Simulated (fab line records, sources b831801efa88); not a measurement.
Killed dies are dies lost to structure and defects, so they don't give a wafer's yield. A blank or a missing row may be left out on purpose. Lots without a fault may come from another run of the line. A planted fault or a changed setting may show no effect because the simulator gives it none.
Chamber matching | flow gf180mcu | GF_V1_CVD_02 on pecvd-03: 3 sister chambers
The step deposits SiO2 from TEOS, target thk 850 nm, time 94.851 s. 18 wafers are shown with their chamber, then 8 later ones without.

WAFERS WITH THEIR CHAMBER
wafer  | chamber | run_length_s (s) | heater_power_w (W)
L424.2 | 0       | 122.3            | 442
L424.5 | 0       | 121.9            | 489
L424.6 | 2       | 123.3            | 681
L427.1 | 2       | 123.7            | 567
L427.2 | 0       | 122.5            | 517
L427.6 | 1       | 123.8            | 781
L428.1 | 1       | 123.5            | 653
L428.2 | 2       | 123.2            | 640
L428.3 | 0       | 121.8            | 496
L429.2 | 2       | 123.0            | 567
L429.5 | 2       | 122.9            | 610
L429.6 | 0       | 121.9            | 416
L431.1 | 2       | 123.3            | 670
L431.6 | 0       | 122.3            | 531
L441.1 | 2       | 122.9            | 671
L441.2 | 1       | 123.8            | 761
L441.5 | 1       | 123.7            | 770
L443.1 | 2       | 123.2            | 661

SIGNATURES (means of the wafers above)
reading        | chamber 0 | chamber 1 | chamber 2 | scatter within a chamber
run_length_s   | 122.117   | 123.700   | 123.188   | 0.253
heater_power_w | 481.83    | 741.25    | 633.38    | 48.7
Rule: a wafer's distance from a chamber is the root of the sum, over the readings, of the square of ((its reading less the chamber's mean) divided by the reading's scatter). The wafer belongs to the nearest chamber; if the next one is less than 2 further off, it can't be placed. The scatter: the root of (the sum of the squares of (reading less its chamber's mean) over the shown wafers, divided by (wafers less chambers)).

WAFERS WITHOUT THEIR CHAMBER
wafer  | run_length_s (s) | heater_power_w (W)
L443.2 | 123.5            | 735
L443.5 | 122.1            | 533
L444.2 | 123.8            | 701
L444.3 | 122.1            | 508
L444.6 | 122.8            | 545
L446.2 | 123.4            | 654
L446.3 | 122.9            | 468
L446.6 | 123.5            | 684

WHICH CHAMBER EACH WENT THROUGH
wafer  | from the rows above     | in truth
L443.2 | can't be placed: 1 or 2 | 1
L443.5 | 0                       | 0
L444.2 | can't be placed: 1 or 2 | 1
L444.3 | 0                       | 0
L444.6 | can't be placed: 2 or 0 | 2
L446.2 | can't be placed: 2 or 1 | 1
L446.3 | can't be placed: 0 or 2 | 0
L446.6 | can't be placed: 1 or 2 | 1
Placed correctly: 2 of 8. Can't be placed from these rows: 6 (the true chamber is among the candidates in 6). Placed wrongly: 0.
